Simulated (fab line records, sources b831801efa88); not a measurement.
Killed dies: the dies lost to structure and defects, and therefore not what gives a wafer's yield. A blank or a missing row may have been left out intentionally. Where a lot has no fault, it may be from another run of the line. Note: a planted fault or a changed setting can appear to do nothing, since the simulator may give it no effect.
Which tool was responsible? | flow sky130 | 13 lots with 39 wafers sampled at 5 steps, on a route of 708 steps

WHAT THE GAUGES READ, wafer by wafer
SKY_FIELD_ISO_THK_MEAS_04. Usual: for FIELD_ISO_CVD_03_THK the level is 164.9 nm and the standard deviation is 1.2.
lot  | measured    | on           | FIELD_ISO_CVD_03_THK (nm) | flag
L531 | day 1 21:39 | filmMetro-01 | 166.2 167.5 164.7         | 
L534 | day 2 10:10 | filmMetro-02 | 164.0 164.4 164.4         | 
L535 | day 2 14:40 | filmMetro-04 | 162.2 161.8 163.0         | 
L538 | day 3 07:13 | filmMetro-02 | 166.4 166.1 166.5         | 
L540 | day 3 15:50 | filmMetro-01 | 164.6 164.6 165.1         | 
L543 | day 4 07:44 | filmMetro-04 | 165.2 165.5 164.4         | 
L544 | day 4 12:09 | filmMetro-02 | 161.9 164.9 164.3         | 
L546 | day 4 22:35 | filmMetro-02 | 166.5 164.0 166.2         | 
L548 | day 5 09:27 | filmMetro-04 | 163.4 164.2 162.6         | 
L550 | day 5 17:29 | filmMetro-04 | 164.9 166.1 164.6         | 
L551 | day 5 23:11 | filmMetro-02 | 164.0 164.0 164.0         | 
L552 | day 6 04:25 | filmMetro-01 | 165.8 166.2 166.9         | 
L553 | day 6 09:34 | filmMetro-01 | 165.2 165.4 164.8         | 

SKY_NWELL_THK_MEAS_02. Usual: for NWELL_OXIDATION_THK the level is 10.00 nm and the standard deviation is 0.2.
lot  | measured    | on           | NWELL_OXIDATION_THK (nm) | flag
L531 | day 2 19:47 | filmMetro-01 | 10.18 10.40 10.14        | 
L534 | day 3 11:06 | filmMetro-02 | 10.11 10.25 10.22        | 
L535 | day 3 14:28 | filmMetro-03 | 10.02 10.24 10.16        | 
L538 | day 4 07:18 | filmMetro-01 | 10.09 10.09 10.02        | 
L540 | day 4 14:44 | filmMetro-03 | 10.07 10.25 10.05        | 
L543 | day 5 07:22 | filmMetro-01 | 9.68 9.87 9.84           | 
L544 | day 5 12:03 | filmMetro-03 | 10.06 10.11 10.04        | 
L546 | day 5 23:58 | filmMetro-03 | 9.95 10.04 10.05         | 
L548 | day 6 11:46 | filmMetro-02 | 9.86 9.74 9.72           | 
L550 | day 6 20:39 | filmMetro-03 | 10.07 9.89 10.04         | 
L551 | day 7 00:30 | filmMetro-03 | 10.08 10.13 9.99         | 
L552 | day 7 06:10 | filmMetro-03 | 10.03 9.70 9.91          | 
L553 | day 7 10:19 | filmMetro-02 | 9.88 9.69 9.81           | 

SKY_NWELL_RS_MEAS_29: the measuring method here is four-point-probe. Usual: for NWELL_RS the level is 624.9 ohm/sq and the standard deviation is 1.8.
lot  | measured     | on           | NWELL_RS (ohm/sq) | flag
L531 | day 5 16:31  | filmMetro-03 | 624.8 625.3 624.2 | 
L534 | day 6 10:20  | filmMetro-03 | 625.3 625.3 624.0 | 
L535 | day 6 13:17  | filmMetro-01 | 624.7 623.7 626.1 | 
L538 | day 7 09:22  | filmMetro-01 | 623.6 626.3 624.3 | 
L540 | day 7 20:49  | filmMetro-02 | 623.3 624.3 625.7 | 
L543 | day 8 13:06  | filmMetro-02 | 600.0 600.4 599.3 | OFF
L544 | day 8 19:05  | filmMetro-03 | 600.4 600.2 600.5 | OFF
L546 | day 9 08:33  | filmMetro-03 | 603.0 601.9 602.1 | OFF
L548 | day 9 23:56  | filmMetro-01 | 625.5 625.9 626.3 | 
L550 | day 10 09:49 | filmMetro-02 | 626.4 625.0 625.4 | 
L551 | day 10 15:14 | filmMetro-01 | 625.4 624.8 622.5 | 
L552 | day 10 20:31 | filmMetro-01 | 626.5 625.2 628.3 | 
L553 | day 11 02:09 | filmMetro-02 | 627.4 627.6 624.7 | 

SKY_VT_ADJUST_LVTN_OVL_MEAS_18. Usual: for VT_ADJUST_LVTN_01_OVL the level is -0.4 nm and the standard deviation is 1.1.
lot  | measured     | on         | VT_ADJUST_LVTN_01_OVL (nm) | flag
L531 | day 8 03:11  | overlay-01 | -0.8 -0.2 1.4              | 
L534 | day 8 21:50  | overlay-02 | -1.0 -2.0 -0.8             | 
L535 | day 9 01:25  | overlay-02 | 1.4 -0.4 0.7               | 
L538 | day 10 01:53 | overlay-02 | 2.1 -1.8 -0.7              | 
L540 | day 10 15:38 | overlay-01 | -0.1 0.9 -1.4              | 
L543 | day 11 09:01 | overlay-02 | -0.5 0.1 0.1               | 
L544 | day 11 16:30 | overlay-02 | -1.3 -1.8 0.0              | 
L546 | day 12 05:53 | overlay-01 | 0.0 -1.2 -1.3              | 
L548 | day 12 21:56 | overlay-01 | 0.2 -0.2 0.4               | 
L550 | day 13 09:32 | overlay-01 | -0.1 1.4 0.7               | 
L551 | day 13 15:55 | overlay-02 | 0.4 1.1 0.8                | 
L552 | day 13 21:59 | overlay-01 | -1.5 -1.8 -1.0             | 
L553 | day 14 03:11 | overlay-02 | -2.5 -1.0 -2.3             | 

EACH LOT AND THE TOOL THAT RAN IT (in order: tool; ch and the chambers of the sampled wafers; start)
lot  | SKY_NWELL_IMPLANT_11
L531 | implanter-03 ch 0, day 4 21:43
L534 | implanter-03 ch 0, day 5 14:31
L535 | implanter-04 ch 0, day 5 17:29
L538 | implanter-04 ch 0, day 6 13:07
L540 | implanter-04 ch 0, day 6 22:07
L543 | implanter-03 ch 0, day 7 16:20
L544 | implanter-03 ch 0, day 7 21:46
L546 | implanter-03 ch 0, day 8 10:27
L548 | implanter-02 ch 0, day 9 00:58
L550 | implanter-02 ch 0, day 9 10:25
L551 | implanter-02 ch 0, day 9 15:16
L552 | implanter-02 ch 0, day 9 21:13
L553 | implanter-04 ch 0, day 10 02:11
- SKY_NWELL_IMPLANT_11

AS READ BY THE TOOLS THEMSELVES (means over the sampled wafers that have a number; for cases with no such wafer, the mark the record gives instead)
SKY_NWELL_IMPLANT_11. Usual: beamEnergyKeV 399.98, standard deviation 0.13; beamOnS 10.01 s, standard deviation 0.19.
lot  | tool         | beamEnergyKeV | beamOnS (s) | flag
L531 | implanter-03 | 400.05        | 10.09       | 
L534 | implanter-03 | 400.07        | 10.09       | 
L535 | implanter-04 | 400.04        | 9.85        | 
L538 | implanter-04 | 399.95        | 10.07       | 
L540 | implanter-04 | 399.90        | 9.93        | 
L543 | implanter-03 | 478.03        | 9.89        | OFF
L544 | implanter-03 | 477.91        | 10.02       | OFF
L546 | implanter-03 | 478.01        | 9.97        | OFF
L548 | implanter-02 | 400.05        | 10.02       | 
L550 | implanter-02 | 400.15        | 10.26       | 
L551 | implanter-02 | 400.01        | 10.04       | 
L552 | implanter-02 | 399.95        | 9.83        | 
L553 | implanter-04 | 399.97        | 9.91        | 

THE ANSWER, worked out from the rows above alone
Rule: a lot counts as off when the mean over its wafers that have a number is more than 3 standard deviations away from the usual mean. Also off: a lot with no number at a reading for which 4 or more lots have one. Where the step has rows for the other lots, those lots are counted as sound. The gauges are gone through in route order, then the tools' own readings, and for those a lot's mean is taken as printed above. The first step at which some lot is off is used, and at that step the reading that is off furthest; a lot without a number counts as furthest.
Off: L543, L544, L546, at SKY_NWELL_RS_MEAS_29 (NWELL_RS).
A tool fits if, at a process step before that reading, it ran every lot that is off, and no sound lot after the first of them. The gauges at SKY_NWELL_RS_MEAS_29 aren't tried: what is off there is off at SKY_NWELL_IMPLANT_11 too, on other tools, and a gauge's error can't cause that. One fits: implanter-03 at SKY_NWELL_IMPLANT_11. A fault onset in the window from L534 (day 5 14:31, its last sound lot) to L543 (day 7 16:20, its first lot off) fits.
On the lots that are off, the tool's own readings at SKY_NWELL_IMPLANT_11 differ by more than 5 times the standard deviation of the sound lots' means, which bears it out; beamEnergyKeV reads 477.98 there versus 400.01 on the sound lots.

WHAT THE SIMULATOR HAD INSERTED
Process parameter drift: implanter-03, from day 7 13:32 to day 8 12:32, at SKY_NWELL_IMPLANT_11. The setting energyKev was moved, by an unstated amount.
Struck lots among those shown: L543, L544, L546. This agrees with what the rule above found.
